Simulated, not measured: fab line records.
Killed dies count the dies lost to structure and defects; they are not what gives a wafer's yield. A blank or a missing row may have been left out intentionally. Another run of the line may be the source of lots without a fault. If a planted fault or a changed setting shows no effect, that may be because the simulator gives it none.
Which tool was responsible? | flow gf180mcu | 6 lots, 18 wafers sampled, at 3 steps of a route of 602

WHAT THE GAUGES SHOWED, per wafer
GF_M5_CD_MEAS_07 targets a cd of 280 nm.
lot  | measured     | on        | cd-nm (nm)
L894 | day 26 10:59 | cd-sem-01 | 279.3 280.2 279.8
L898 | day 29 08:18 | cd-sem-02 | 280.5 281.9 280.7
L901 | day 29 14:43 | cd-sem-02 | 279.3 279.8 279.4
L906 | day 30 22:29 | cd-sem-01 | 280.9 287.4 287.4
L909 | day 31 12:57 | cd-sem-01 | 279.7 286.0 286.8
L915 | day 33 02:38 | cd-sem-01 | 280.6 281.3 282.3

WHAT TOOL EACH LOT RAN ON (gives the tool, then ch and the chambers of the sampled wafers, and finally the start)
lot  | GF_MIM_CVD_05                   | GF_M5_PEB_05
L894 | pecvd-01 ch 0,1, day 24 17:37   | litho-track-01 ch 0, day 26 10:39
L898 | pecvd-01 ch 0,1,2, day 27 18:05 | litho-track-04 ch 0, day 29 07:58
L901 | pecvd-04 ch 1,2, day 28 01:24   | litho-track-01 ch 0, day 29 14:22
L906 | pecvd-03 ch 0,1, day 29 09:14   | litho-track-03 ch 0, day 30 22:08
L909 | pecvd-04 ch 1,2, day 30 01:23   | litho-track-03 ch 0, day 31 12:37
L915 | pecvd-04 ch 0,2, day 31 16:22   | litho-track-01 ch 0, day 33 02:18
- GF_MIM_CVD_05: deposits Si3N4, target thk 42 nm, time 29.086 s.
- GF_M5_PEB_05: peb time 90 s.

THE ANSWER, worked out from the rows above alone
Rule: usual is defined by the lots themselves. The widest of any qualifying gaps counts: lots, ordered by their means at a reading, are off when they make up no more than a third of the lots, leave a main group of 4 or more, and stand apart from it by 3 or more times the standard deviation of that group's means. If all means in a main group match to the digits the tables above print for the reading, that group is not used. A lot without any number at a reading at which 4 lots or more have one is off too. Where the step has rows for the other lots, those lots are counted as sound.
Off, at GF_M5_CD_MEAS_07 on cd-nm: L906, L909. Mean 280.4 nm and standard deviation 0.81 in the main group.
A tool fits if, at a process step before that reading, it ran every lot that is off, and no sound lot after the first of them. The gauges at GF_M5_CD_MEAS_07 are tried like those tools. One candidate fits, namely litho-track-03 at GF_M5_PEB_05. It ran no sound lot before its first lot that is off in this sample, so the start can't be narrowed down.

WHAT THE SIMULATOR PUT IN
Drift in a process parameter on litho-track-03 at GF_M5_PEB_05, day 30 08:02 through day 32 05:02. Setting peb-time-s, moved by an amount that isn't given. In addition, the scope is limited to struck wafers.
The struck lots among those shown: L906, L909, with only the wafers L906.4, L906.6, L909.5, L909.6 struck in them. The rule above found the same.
